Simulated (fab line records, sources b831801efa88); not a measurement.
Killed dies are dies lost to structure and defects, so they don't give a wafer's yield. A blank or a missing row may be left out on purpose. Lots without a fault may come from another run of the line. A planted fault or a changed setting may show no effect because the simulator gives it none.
fab line records | flow gf180mcu
record lots=5 wafers=23
route steps=602 shown STI@4 LVPWELL@63 MVSD@76 VT_IMPLANT@92
start_h: hours from the record's first day to the start of the lot's first wafer shown | wait_h: hours since the lot's step before | " the same as in the row above | L1.1+2: a row that stands for several wafers | - no value, or no start given | * or withheld: withheld | < > ~ a bound
route shown NAME@n: a module of which the file shows steps, and the number in the route of the first | usual: mean/standard deviation of fault-free wafers | same: alike in all rows | chamber/n: place in a boat | sites: the reading at each site | _std_site: their standard deviation | _edge_site: outer sites' mean less inner sites' | radius_mm: how far each site lies from the wafer's centre | mask NAME#n: copy n | behind: the tool/chamber that last shaped the wafer | hold: why the lot was held/for how many hours/how that ended | device: the transistor (n, p or np) that didn't switch | end of line: the same wafers' tests at the end of the route | a step without rows: its recipe alone | killed: dies lost to structure and defects at the first sort, not the wafer's yield | map: a wafer's dies, x killed, . not, _ none there
set.NAME: the setting as run; set.NAME@STEP: as run at that earlier step | model.NAME: the simulator's own value behind a step, which no gauge read
lots whose settings were changed on purpose; a table a step, a row a wafer
## steps
# step GF_STI_CVD_03
# recipe material=Si3N4 precursor=DCS/NH3 target_thk_nm=207.16 temp_c=770 time_s=3551 pressure_mtorr=250
# columns lot.wafer tool chamber start_h wait_h set.time_s model.Si3N4_of_STI_CVD_03.thk_nm
L075.1 - - - 0.1 3390 195.7
L075.2 " - " " 3390 194
L075.3 " - " " 3390 194.2
L075.5 " - " " 3390 196.2
L075.6 " - " " 3390 193.6
L077.2 - - - 0.3 3348 195.6
L077.3 " - " " 3348 193.8
L077.4 " - " " 3348 194.2
L077.5 " - " " 3348 192
L077.6 " - " " 3348 193.9
L080.1 lpcvd-01 0 41.57 0.1 3551 209.9
L080.3 " 0 " " 3551 209.8
L080.6 " 0 " " 3551 210.4
L082.1 - - - 0.1 3870 223.4
L082.2 " - " " 3870 221.4
L082.3 " - " " 3870 223.5
L082.5 " - " " 3870 223.2
L082.6 " - " " 3870 222.7
L085.1 - - - 0.1 3551 208.9
L085.2 " - " " 3551 209.5
L085.3 " - " " 3551 208.6
L085.5 " - " " 3551 207.4
L085.6 " - " " 3551 208.3
# step GF_STI_THK_MEAS_04
# recipe reads=Si3N4_of_STI_CVD_03
# usual STI_CVD_03_THK=205.4/2
# columns lot.wafer tool chamber start_h wait_h set.time_s@STI_CVD_03 STI_CVD_03_THK[nm]
L075.1 film_metro-03 - - - 3390 195.7
L075.2 " - " " 3390 194.1
L075.3 " - " " 3390 194.2
L075.5 " - " " 3390 196.3
L075.6 " - " " 3390 193.5
L077.2 film_metro-03 - - - 3348 195.7
L077.3 " - " " 3348 193.7
L077.4 " - " " 3348 194.1
L077.5 " - " " 3348 191.9
L077.6 " - " " 3348 193.7
L080.1 film_metro-04 - 43.56 0.0 3551 209.9
L080.3 " - " " 3551 209.7
L080.6 " - " " 3551 210.4
L082.1 film_metro-04 - - - 3870 223.4
L082.2 " - " " 3870 221.5
L082.3 " - " " 3870 223.6
L082.5 " - " " 3870 223.1
L082.6 " - " " 3870 222.7
L085.1 film_metro-01 - - - 3551 208.9
L085.2 " - " " 3551 209.5
L085.3 " - " " 3551 208.4
L085.5 " - " " 3551 207.6
L085.6 " - " " 3551 208.1
# step GF_STI_PEB_10
# recipe peb_temp_c=135 peb_time_s=90 resist=KrF
# columns lot.wafer tool chamber start_h wait_h set.peb_temp_c
L075.1+2+5 litho_track-03 0 - - 135
L075.3+6 " 0 " " 138.8
L077.2+3+4+5+6 litho_track-01 0 - - 135
L080.1+3+6 litho_track-02 0 - - 135
L082.1+6 litho_track-01 0 - - 135
L082.2+3+5 " 0 " " 132
L085.1+2+3+5+6 litho_track-03 0 - - 135
# step GF_STI_DEVELOP_11
# recipe develop_time_s=60 dev_temp_c=21
# step GF_STI_CD_MEAS_12
# recipe target_cd_nm=220
# usual cd_nm=220.2/0.81
# columns lot.wafer tool chamber start_h wait_h set.peb_temp_c@STI_PEB_10 cd_nm
L075.1 cd_sem-02 - 31.29 0.1 135 219.8
L075.2 " - " " 135 222.2
L075.3 " - " " 138.8 211.8
L075.5 " - " " 135 221.1
L075.6 " - " " 138.8 212.2
L077.2 cd_sem-01 - 40.46 0.1 135 220.6
L077.3 " - " " 135 220.7
L077.4 " - " " 135 220.3
L077.5 " - " " 135 220.8
L077.6 " - " " 135 220.7
L080.1 cd_sem-01 - 55.92 0.1 135 219.9
L080.3 " - " " 135 220.6
L080.6 " - " " 135 221.4
L082.1 cd_sem-01 - 66.94 0.1 135 218.8
L082.2 " - " " 132 229.1
L082.3 " - " " 132 229.0
L082.5 " - " " 132 229.0
L082.6 " - " " 135 220.0
L085.1 cd_sem-02 - 81.79 0.1 135 221.3
L085.2 " - " " 135 221.7
L085.3 " - " " 135 221.1
L085.5 " - " " 135 221.4
L085.6 " - " " 135 221.4
# step GF_STI_ETCH_13
# recipe chemistry=CHF3/O2 stop_on=Si over_etch_frac=0.3 target_depth_a=2823.1 source_w=600 bias_w=200 pressure_mtorr=40 chf3_flow_sccm=50 O2_flow_sccm=5 time_s=112.9
# usual oes_product_au=0.829/0.0058
# columns lot.wafer tool chamber start_h wait_h set.time_s@STI_CVD_03 set.peb_temp_c@STI_PEB_10 oes_product_au model.etch.depth_nm model.STI.cd_nm
L075.1 rie_diel-01 0 31.41 0.1 3390 135 0.804 - 219.9
L075.2 " 2 " " 3390 135 0.800 - 222.1
L075.3 " 3 " " 3390 138.8 0.801 - 211.9
L075.5 " 3 " " 3390 135 0.807 - 221.3
L075.6 " 2 " " 3390 138.8 0.797 - 211.9
L077.2 rie_diel-02 2 40.56 0.1 3348 135 0.810 195.6 219.8
L077.3 " 1 " " 3348 135 0.805 - 220.1
L077.4 " 3 " " 3348 135 0.800 - 220.6
L077.5 " 3 " " 3348 135 0.803 - 221
L077.6 " 2 " " 3348 135 0.810 - 220.3
L080.1 rie_diel-02 3 56.04 0.1 3551 135 0.843 209.9 220.2
L080.3 " 1 " " 3551 135 0.839 209.8 220.7
L080.6 " 2 " " 3551 135 0.838 210.4 221
L082.1 rie_diel-01 2 67.06 0.1 3870 135 0.864 223.4 218.5
L082.2 " 0 " " 3870 132 0.862 - 229.1
L082.3 " 1 " " 3870 132 0.875 - 229.5
L082.5 " 2 " " 3870 132 0.861 223.2 228.9
L082.6 " 3 " " 3870 135 0.875 - 220.4
L085.1 rie_diel-02 1 81.91 0.1 3551 135 0.842 - 221.2
L085.2 " 2 " " 3551 135 0.838 209.5 221.3
L085.3 " 0 " " 3551 135 0.821 - 221.2
L085.5 " 1 " " 3551 135 0.836 - 221
L085.6 " 0 " " 3551 135 0.838 208.3 221.3
# step GF_STI_ETCH_14
# recipe target=Si chemistry=HBr/Cl2/O2 target_depth_nm=360 icp_w=600 bias_w=150 pressure_mtorr=15 HBr_flow_sccm=150 Cl2_flow_sccm=40 O2_flow_sccm=6 time_s=105.6
# columns lot.wafer tool chamber start_h wait_h set.peb_temp_c@STI_PEB_10 model.STI.cd_nm
L075.1 rie_si-02 0 31.49 0.0 135 219.4
L075.2 " 1 " " 135 223.9
L075.3 " 2 " " 138.8 210.2
L075.5 " 0 " " 135 224.1
L075.6 " 1 " " 138.8 211.9
L077.2 rie_si-02 2 40.64 0.0 135 218.3
L077.3 " 1 " " 135 223.2
L077.4+5 " 3 " " 135 219.1
L077.6 " 2 " " 135 218.2
L080.1 rie_si-01 3 56.12 0.0 135 220.9
L080.3 " 1 " " 135 223.3
L080.6 " 1 " " 135 224.5
L082.1 rie_si-01 1 67.14 0.0 135 221.5
L082.2 " 0 " " 132 230.2
L082.3 " 2 " " 132 228.8
L082.5 " 0 " " 132 229.6
L082.6 " 1 " " 135 221.9
L085.1 rie_si-01 1 81.99 0.0 135 223
L085.2 " 0 " " 135 222.9
L085.3 " 3 " " 135 224.1
L085.5 " 2 " " 135 218.8
L085.6 " 3 " " 135 225
# step GF_LVPWELL_IMPLANT_09
# recipe species=B energy_kev=60 dose_cm2=5e+12 tilt_deg=0
# columns lot.wafer tool chamber start_h wait_h set.energy_kev model.implant.rp_nm model.implant.drp_nm
L075.1+5 implanter-02 0 75.60 0.1 63.57 204.9 66.5
L075.2+3+6 " 0 " " 60 189.9 64.53
L077.2+3+5 implanter-04 0 85.95 0.1 60 187.3 64.53
L077.4+6 " 0 " " 63.69 202.7 66.57
L080.1+3+6 implanter-04 0 103.02 0.1 60 185.5 64.53
L082.1+5 implanter-02 0 111.02 0.1 55.8 182.1 62.07
L082.2+3+6 " 0 " " 60 194.6 64.53
L085.1+2+3+5+6 implanter-02 0 130.55 0.1 60 188.7 64.53
# step GF_MVSD_STRIP_10
# recipe chemistry=O2/N2 power_w=1400 pressure_mtorr=1500 platen_temp_c=250 o2_flow_sccm=3000 n2_flow_sccm=300 overash_fraction=0.5
# usual strip_time_to_endpoint_s=36.94/0.11
# columns lot.wafer tool chamber start_h wait_h set.o2_flow_sccm strip_time_to_endpoint_s
L075.1 plasma_asher-03 0 89.85 0.1 3000 37.18
L075.2 " 1 " " 3000 37.11
L075.3 " 1 " " 3000 37.10
L075.5 " 1 " " 3000 37.15
L075.6 " 0 " " 3000 37.06
L077.2 plasma_asher-03 0 99.62 0.1 2560 37.51
L077.3 " 1 " " 2560 37.43
L077.4 " 0 " " 3000 37.10
L077.5 " 0 " " 3000 37.01
L077.6 " 1 " " 3000 37.08
L080.1 plasma_asher-03 0 117.80 0.1 3000 36.99
L080.3 " 0 " " 3000 36.81
L080.6 " 1 " " 3000 36.97
L082.1 plasma_asher-03 1 125.87 0.1 2869 37.01
L082.2 " 0 " " 3000 36.81
L082.3 " 0 " " 3000 36.92
L082.5 " 0 " " 3000 36.92
L082.6 " 1 " " 2869 36.98
L085.1 plasma_asher-04 0 145.87 0.1 2774 37.23
L085.2 " 1 " " 2774 37.23
L085.3 " 1 " " 3000 37.04
L085.5 " 0 " " 3000 37.08
L085.6 " 1 " " 2774 37.22
# step GF_VT_IMPLANT_COAT_02
# recipe resist=NOVOLAK spin_rpm=3000 resist_thk_nm=1000
# columns lot.wafer tool chamber start_h wait_h set.resist_thk_nm model.NOVOLAK_of_VT_IMPLANT_COAT_02.thk_nm
L075.1+3 litho_track-02 0 109.87 0.1 1000 1001
L075.2 " 0 " " 952.1 952.1
L075.5 " 0 " " 952.1 953.5
L075.6 " 0 " " 1000 1003
L077.2 litho_track-04 0 120.59 0.1 1000 998.6
L077.3 " 0 " " 1000 995.9
L077.4 " 0 " " 1000 997.3
L077.5 " 0 " " 947.1 944.3
L077.6 " 0 " " 947.1 945.7
L080.1 litho_track-04 0 140.11 0.1 1000 1002
L080.3 " 0 " " 1000 998.8
L080.6 " 0 " " 1000 1000
L082.1 litho_track-02 0 149.12 0.1 1000 1005
L082.2+5 " 0 " " 1039 1039
L082.3 " 0 " " 1000 1001
L082.6 " 0 " " 1039 1041
L085.1+5 litho_track-04 0 170.31 0.1 1000 1003
L085.2 " 0 " " 1036 1040
L085.3 " 0 " " 1000 1000
L085.6 " 0 " " 1036 1037
# step GF_VT_IMPLANT_IMPLANT_08
# recipe species=BF2 energy_kev=20 dose_cm2=8.29e+12 tilt_deg=7
# columns lot.wafer tool chamber start_h wait_h set.dose_cm2
L075.1+6 implanter-04 0 117.65 0.0 7.242e+12
L075.2+3+5 " 0 " " 8.29e+12
L077.2+4+5 implanter-03 0 127.57 0.0 8.29e+12
L077.3+6 " 0 " " 7.605e+12
L080.1+3+6 implanter-03 0 148.55 0.0 8.29e+12
L082.1+3+5 implanter-01 0 157.65 0.0 8.29e+12
L082.2+6 " 0 " " 7.282e+12
L085.1+2+5 implanter-04 0 178.35 0.0 8.76e+12
L085.3+6 " 0 " " 8.29e+12
# step GF_VT_IMPLANT_STRIP_09
# recipe chemistry=O2/N2 power_w=1400 pressure_mtorr=1500 platen_temp_c=250 o2_flow_sccm=3000 n2_flow_sccm=300 overash_fraction=0.5
# usual strip_time_to_endpoint_s=12.63/0.032
# columns lot.wafer tool chamber start_h wait_h set.resist_thk_nm@VT_IMPLANT_COAT_02 strip_time_to_endpoint_s
L075.1 plasma_asher-04 0 117.80 0.1 1000 12.63
L075.2 " 1 " " 952.1 12.09
L075.3 " 0 " " 1000 12.65
L075.5 " 0 " " 952.1 12.09
L075.6 " 1 " " 1000 12.67
L077.2 plasma_asher-04 1 127.70 0.1 1000 12.62
L077.3 " 0 " " 1000 12.57
L077.4 " 1 " " 1000 12.59
L077.5 " 0 " " 947.1 11.97
L077.6 " 1 " " 947.1 12.01
L080.1 plasma_asher-04 0 148.70 0.1 1000 12.68
L080.3 " 0 " " 1000 12.61
L080.6 " 1 " " 1000 12.64
L082.1 plasma_asher-01 1 157.80 0.1 1000 12.68
L082.2 " 0 " " 1039 13.02
L082.3 " 1 " " 1000 12.65
L082.5 " 0 " " 1039 13.03
L082.6 " 1 " " 1039 13.03
L085.1 plasma_asher-04 0 178.50 0.1 1000 12.66
L085.2 " 1 " " 1036 13.03
L085.3 " 0 " " 1000 12.61
L085.5 " 0 " " 1000 12.66
L085.6 " 1 " " 1036 12.98
# step GF_VT_IMPLANT_TW_MEAS_10
# usual VT_IMPLANT_TW=565/4.3
# columns lot.wafer tool chamber start_h wait_h set.dose_cm2@VT_IMPLANT_IMPLANT_08 VT_IMPLANT_TW
L075.1 film_metro-02 - 117.90 0.1 7.242e+12 542
L075.2 " - " " 8.29e+12 563
L075.3 " - " " 8.29e+12 564
L075.5 " - " " 8.29e+12 560
L075.6 " - " " 7.242e+12 538
L077.2 film_metro-04 - 127.81 0.1 8.29e+12 571
L077.3 " - " " 7.605e+12 556
L077.4 " - " " 8.29e+12 567
L077.5 " - " " 8.29e+12 570
L077.6 " - " " 7.605e+12 553
L080.1 film_metro-03 - 148.80 0.1 8.29e+12 569
L080.3 " - " " 8.29e+12 571
L080.6 " - " " 8.29e+12 572
L082.1 film_metro-02 - 157.90 0.1 8.29e+12 563
L082.2 " - " " 7.282e+12 538
L082.3 " - " " 8.29e+12 562
L082.5 " - " " 8.29e+12 561
L082.6 " - " " 7.282e+12 539
L085.1 film_metro-04 - 178.60 0.1 8.76e+12 576
L085.2 " - " " 8.76e+12 573
L085.3 " - " " 8.29e+12 566
L085.5 " - " " 8.76e+12 575
L085.6 " - " " 8.29e+12 566
# step GF_VT_IMPLANT_COAT_13
# recipe resist=NOVOLAK spin_rpm=3000 resist_thk_nm=1000
# columns lot.wafer tool chamber start_h wait_h set.spin_rpm model.NOVOLAK_of_VT_IMPLANT_COAT_13.thk_nm
L075.1 litho_track-04 0 124.76 0.1 2807 1032
L075.2 " 0 " " 2807 1029
L075.3 " 0 " " 3000 992.6
L075.5 " 0 " " 3000 994.7
L075.6 " 0 " " 3000 996.6
L077.2 litho_track-04 0 135.04 0.1 3000 998.8
L077.3 " 0 " " 3000 999.4
L077.4 " 0 " " 3000 1001
L077.5+6 " 0 " " 3000 1000
L080.1 litho_track-02 0 156.17 0.1 3000 1002
L080.3 " 0 " " 3000 1001
L080.6 " 0 " " 3000 1004
L082.1+2 litho_track-02 0 165.37 0.1 2925 1012
L082.3 " 0 " " 3000 1001
L082.5 " 0 " " 3000 998.2
L082.6 " 0 " " 2925 1010
L085.1 litho_track-04 0 187.06 0.1 3218 965.8
L085.2 " 0 " " 3000 1004
L085.3 " 0 " " 3000 999.4
L085.5 " 0 " " 3218 963.9
L085.6 " 0 " " 3218 965.4
# step GF_VT_IMPLANT_SOFTBAKE_14
# recipe temp_c=90 time_s=60 resist=NOVOLAK
# step GF_VT_IMPLANT_EXPOSE_15
# recipe mask_id=Nwell_LV_AREA target_cd_nm=860 na=0.6 source_shape=conventional sigma_outer=0.6 dose_mj=140
# step GF_VT_IMPLANT_IMPLANT_19
# recipe species=As energy_kev=100 dose_cm2=4.35e+12 tilt_deg=7
# step GF_VT_IMPLANT_STRIP_20
# recipe chemistry=O2/N2 power_w=1400 pressure_mtorr=1500 platen_temp_c=250 o2_flow_sccm=3000 n2_flow_sccm=300 overash_fraction=0.5
# usual strip_time_to_endpoint_s=12.636/0.03
# columns lot.wafer tool chamber start_h wait_h set.spin_rpm@VT_IMPLANT_COAT_13 strip_time_to_endpoint_s
L075.1 plasma_asher-02 1 132.92 0.1 2807 12.933
L075.2 " 0 " " 2807 12.893
L075.3 " 0 " " 3000 12.531
L075.5 " 1 " " 3000 12.565
L075.6 " 0 " " 3000 12.580
L077.2 plasma_asher-04 0 143.20 0.1 3000 12.619
L077.3 " 0 " " 3000 12.613
L077.4 " 1 " " 3000 12.640
L077.5 " 1 " " 3000 12.621
L077.6 " 0 " " 3000 12.635
L080.1 plasma_asher-02 0 164.72 0.1 3000 12.661
L080.3 " 0 " " 3000 12.652
L080.6 " 1 " " 3000 12.666
L082.1 plasma_asher-04 0 173.80 0.1 2925 12.764
L082.2 " 1 " " 2925 12.768
L082.3 " 0 " " 3000 12.649
L082.5 " 0 " " 3000 12.607
L082.6 " 1 " " 2925 12.746
L085.1 plasma_asher-02 0 195.40 0.1 3218 12.236
L085.2 " 1 " " 3000 12.678
L085.3 " 0 " " 3000 12.621
L085.5 " 1 " " 3218 12.212
L085.6 " 0 " " 3218 12.236
# step GF_VT_IMPLANT_EXPOSE_26
# recipe mask_id=LVPWELL_HV_AREA target_cd_nm=860 na=0.6 source_shape=conventional sigma_outer=0.6 dose_mj=140
# columns lot.wafer tool chamber start_h wait_h mask set.dose_mj
L075.1+2+3 iline_stepper-02 0 - - LVPWELL_HV_AREA#0 140
L075.5+6 " 0 " " LVPWELL_HV_AREA#0 147.5
L077.2+3+6 iline_stepper-02 0 - - LVPWELL_HV_AREA#0 129.7
L077.4+5 " 0 " " LVPWELL_HV_AREA#0 140
L080.1+3+6 iline_stepper-02 0 - - LVPWELL_HV_AREA#0 140
L082.1+2 iline_stepper-01 0 - - LVPWELL_HV_AREA#0 134.9
L082.3+5+6 " 0 " " LVPWELL_HV_AREA#0 140
L085.1+3 iline_stepper-01 0 - - LVPWELL_HV_AREA#0 140
L085.2+5+6 " 0 " " LVPWELL_HV_AREA#0 133.5
# step GF_VT_IMPLANT_PEB_27
# recipe temp_c=withheld time_s=* resist=NOVOLAK
# step GF_VT_IMPLANT_DEVELOP_28
# recipe develop_time_s=62.15 dev_temp_c=23
# columns lot.wafer tool chamber start_h wait_h set.dose_mj@VT_IMPLANT_EXPOSE_26 model.VT_IMPLANT.cd_nm
L075.1 litho_track-01 0 148.44 0.1 140 861.6
L075.2 " 0 " " 140 863.3
L075.3 " 0 " " 140 862
L075.5 " 0 " " 147.5 876.7
L075.6 " 0 " " 147.5 875.3
L077.2 litho_track-02 0 158.59 0.1 129.7 840.7
L077.3 " 0 " " 129.7 841.3
L077.4 " 0 " " 140 862.5
L077.5 " 0 " " 140 863.6
L077.6 " 0 " " 129.7 842
L080.1 litho_track-02 0 180.42 0.1 140 860.9
L080.3 " 0 " " 140 860.3
L080.6 " 0 " " 140 863.4
L082.1 litho_track-02 0 190.07 0.1 134.9 853.2
L082.2 " 0 " " 134.9 852.9
L082.3 " 0 " " 140 863.4
L082.5 " 0 " " 140 863.8
L082.6 " 0 " " 140 862.1
L085.1 litho_track-04 0 211.86 0.1 140 863.1
L085.2 " 0 " " 133.5 848.1
L085.3 " 0 " " 140 863.2
L085.5 " 0 " " 133.5 845.6
L085.6 " 0 " " 133.5 849.1
# step GF_VT_IMPLANT_IMPLANT_41
# recipe species=As energy_kev=70 dose_cm2=1.013e+12 tilt_deg=7
# columns lot.wafer tool chamber start_h wait_h set.energy_kev model.implant.rp_nm model.implant.drp_nm
L075.1+5+6 implanter-03 0 164.40 0.0 66.77 41.06 17.53
L075.2+3 " 0 " " 70 42.75 18.17
L077.2+5 implanter-01 0 175.00 0.0 66.19 41.06 17.41
L077.3+4+6 " 0 " " 70 43.06 18.17
L080.1+3+6 implanter-01 0 198.05 0.0 70 43.49 18.17
L082.1+3 implanter-04 0 207.40 0.0 70 42.95 18.17
L082.2+5+6 " 0 " " 72.3 44.15 18.64
L085.1+3+5 implanter-03 0 230.25 0.0 67.9 40.36 17.75
L085.2+6 " 0 " " 70 41.42 18.17
# step GF_VT_IMPLANT_STRIP_42
# recipe chemistry=O2/N2 power_w=1400 pressure_mtorr=1500 platen_temp_c=250 o2_flow_sccm=3000 n2_flow_sccm=300 overash_fraction=0.5
# step GF_VT_IMPLANT_TW_MEAS_43
# usual VT_IMPLANT_4_TW=694/3.4
# columns lot.wafer tool chamber start_h wait_h set.energy_kev@VT_IMPLANT_IMPLANT_41 VT_IMPLANT_4_TW
L075.1 film_metro-03 - 164.65 0.1 66.77 684
L075.2 " - " " 70 695
L075.3 " - " " 70 701
L075.5 " - " " 66.77 686
L075.6 " - " " 66.77 688
L077.2 film_metro-02 - 175.23 0.1 66.19 682
L077.3 " - " " 70 690
L077.4 " - " " 70 694
L077.5 " - " " 66.19 682
L077.6 " - " " 70 691
L080.1 film_metro-02 - 198.30 0.1 70 688
L080.3 " - " " 70 686
L080.6 " - " " 70 690
L082.1 film_metro-03 - 207.65 0.1 70 699
L082.2 " - " " 72.3 706
L082.3 " - " " 70 698
L082.5 " - " " 72.3 703
L082.6 " - " " 72.3 704
L085.1 film_metro-04 - 230.50 0.1 67.9 683
L085.2 " - " " 70 692
L085.3 " - " " 67.9 685
L085.5 " - " " 67.9 692
L085.6 " - " " 70 696
## key
split step=GF_STI_CVD_03 setting=time_s stated=3551 by=lot
response step=GF_STI_CVD_03 reading=model.Si3N4_of_STI_CVD_03.thk_nm change=+2.03 per=1% r=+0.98
response step=GF_STI_THK_MEAS_04 reading=STI_CVD_03_THK change=+2.03 per=1% r=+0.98
response step=GF_STI_ETCH_13 reading=oes_product_au change=+0.0045 per=1% r=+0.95
response step=GF_STI_ETCH_13 reading=model.etch.depth_nm change=+1.75 per=1% r=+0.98
split step=GF_STI_PEB_10 setting=peb_temp_c stated=135 by=wafer
response step=GF_STI_CD_MEAS_12 reading=cd_nm change=-3.65 per=1% r=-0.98
response step=GF_STI_ETCH_13 reading=model.STI.cd_nm change=-3.69 per=1% r=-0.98
response step=GF_STI_ETCH_14 reading=model.STI.cd_nm change=-3.85 per=1% r=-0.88
split step=GF_LVPWELL_IMPLANT_09 setting=energy_kev stated=60 by=wafer
response step=GF_LVPWELL_IMPLANT_09 reading=model.implant.rp_nm change=+2.22 per=1% r=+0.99
response step=GF_LVPWELL_IMPLANT_09 reading=model.implant.drp_nm change=+0.34 per=1% r=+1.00
split step=GF_MVSD_STRIP_10 setting=o2_flow_sccm stated=3000 by=wafer
response step=GF_MVSD_STRIP_10 reading=strip_time_to_endpoint_s change=* per=1% r=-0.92
split step=GF_VT_IMPLANT_COAT_02 setting=resist_thk_nm stated=1000 by=wafer
response step=GF_VT_IMPLANT_COAT_02 reading=model.NOVOLAK_of_VT_IMPLANT_COAT_02.thk_nm change=+9.95 per=1% r=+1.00
response step=GF_VT_IMPLANT_STRIP_09 reading=strip_time_to_endpoint_s change=* per=1% r=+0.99
split step=GF_VT_IMPLANT_IMPLANT_08 setting=dose_cm2 stated=8.29e+12 by=wafer
response step=GF_VT_IMPLANT_TW_MEAS_10 reading=VT_IMPLANT_TW change=+1.82 per=1% r=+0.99
split step=GF_VT_IMPLANT_COAT_13 setting=spin_rpm stated=3000 by=wafer
response step=GF_VT_IMPLANT_COAT_13 reading=model.NOVOLAK_of_VT_IMPLANT_COAT_13.thk_nm change=-5.23 per=1% r=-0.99
response step=GF_VT_IMPLANT_STRIP_20 reading=strip_time_to_endpoint_s change=* per=1% r=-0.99
split step=GF_VT_IMPLANT_EXPOSE_26 setting=dose_mj stated=140 by=wafer
response step=GF_VT_IMPLANT_DEVELOP_28 reading=model.VT_IMPLANT.cd_nm change=+2.91 per=1% r=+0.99
split step=GF_VT_IMPLANT_IMPLANT_41 setting=energy_kev stated=70 by=wafer
response step=GF_VT_IMPLANT_IMPLANT_41 reading=model.implant.rp_nm change=+0.365 per=1% r=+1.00
response step=GF_VT_IMPLANT_IMPLANT_41 reading=model.implant.drp_nm change=+0.141 per=1% r=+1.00
response step=GF_VT_IMPLANT_TW_MEAS_43 reading=VT_IMPLANT_4_TW change=+2.13 per=1% r=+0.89
